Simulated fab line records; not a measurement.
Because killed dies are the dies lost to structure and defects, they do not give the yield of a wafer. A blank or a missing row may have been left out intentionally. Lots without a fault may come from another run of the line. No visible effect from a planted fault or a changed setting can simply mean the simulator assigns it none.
One fault through the eyes of 2 desks :: flow sky130 :: what lay behind the numbers comes last; until then each desk has only its own

THE TOOL OWNER'S DESK: pvd sputter-02
The tool's own readings at SKY_METAL3_SPUTTER_03 (material Ti, target thk 5 nm, time 3.3 s): means of the sampled wafers that have a number, for each lot that ran on this tool. Marked OUT: a lot whose mean sits more than 4 standard deviations from the usual mean, which makes it out of limits; the brackets give that distance.
Columns: A = cathode dc power W at SKY_METAL3_SPUTTER_03, usual 3000.0 W; B = throttle valve pct at SKY_METAL3_SPUTTER_03, usual 30.0 %
lot: L597
first seen here: day 36 10:19
A: 3000.4
B: 30.3

lot: L599
first seen here: day 37 11:52
A: 3000.2
B: 30.4

lot: L601
first seen here: day 37 23:20
A: 3090.8 (+99 or more) OUT
B: 29.8

lot: L602
first seen here: day 38 07:25
A: 3090.1 (+99 or more) OUT
B: 29.2

lot: L612
first seen here: day 41 10:59
A: 3000.1
B: 29.6
This desk's verdict: out of limits on L601, L602, starting with L601 at day 37 23:20 (cathode dc power W at SKY_METAL3_SPUTTER_03). L597, L599, L612 stayed within limits.

METROLOGY DESK
Means of the sampled wafers that have a number, per lot and without regard to the tool the lot ran on: this is what the gauges read. Marked OUT: a lot whose mean sits more than 4 standard deviations from the usual mean, which makes it out of limits; the brackets give that distance.
Columns: A = VIA2_OVL at SKY_VIA2_OVL_MEAS_13, usual -1 nm
lot: L596
first seen here: day 36 06:23
A: -2

lot: L597
first seen here: day 36 08:49
A: -0

lot: L599
first seen here: day 37 10:20
A: 2

lot: L601
first seen here: day 37 21:50
A: -6

lot: L602
first seen here: day 38 05:53
A: -7

lot: L611
first seen here: day 41 06:48
A: -5

lot: L612
first seen here: day 41 09:31
A: 2

lot: L614
first seen here: day 41 19:18
A: 0

lot: L616
first seen here: day 42 05:50
A: -5

lot: L617
first seen here: day 42 13:10
A: 4

lot: L618
first seen here: day 43 15:20
A: -3

lot: L619
first seen here: day 43 16:03
A: -2
This desk's finding: nothing out of limits on any of the 12 lots.

PUT TOGETHER
On L601, L602, at day 37 23:20, an alarm was possible from the tool owner's desk.
The metrology desk saw nothing out of limits.
The metrology desk has L601, L602 on record, within its limits.
The lots listed all ran SKY_METAL3_SPUTTER_03 on pvd sputter-02.

WHAT HAD BEEN PUT IN BY THE SIMULATOR
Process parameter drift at SKY_METAL3_SPUTTER_03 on pvd sputter-02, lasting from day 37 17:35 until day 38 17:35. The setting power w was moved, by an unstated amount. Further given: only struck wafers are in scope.
Shown lots that were struck: L601, L602.
Each desk's first reading out of limits, in hours after the fault started: the tool owner's desk, 6.
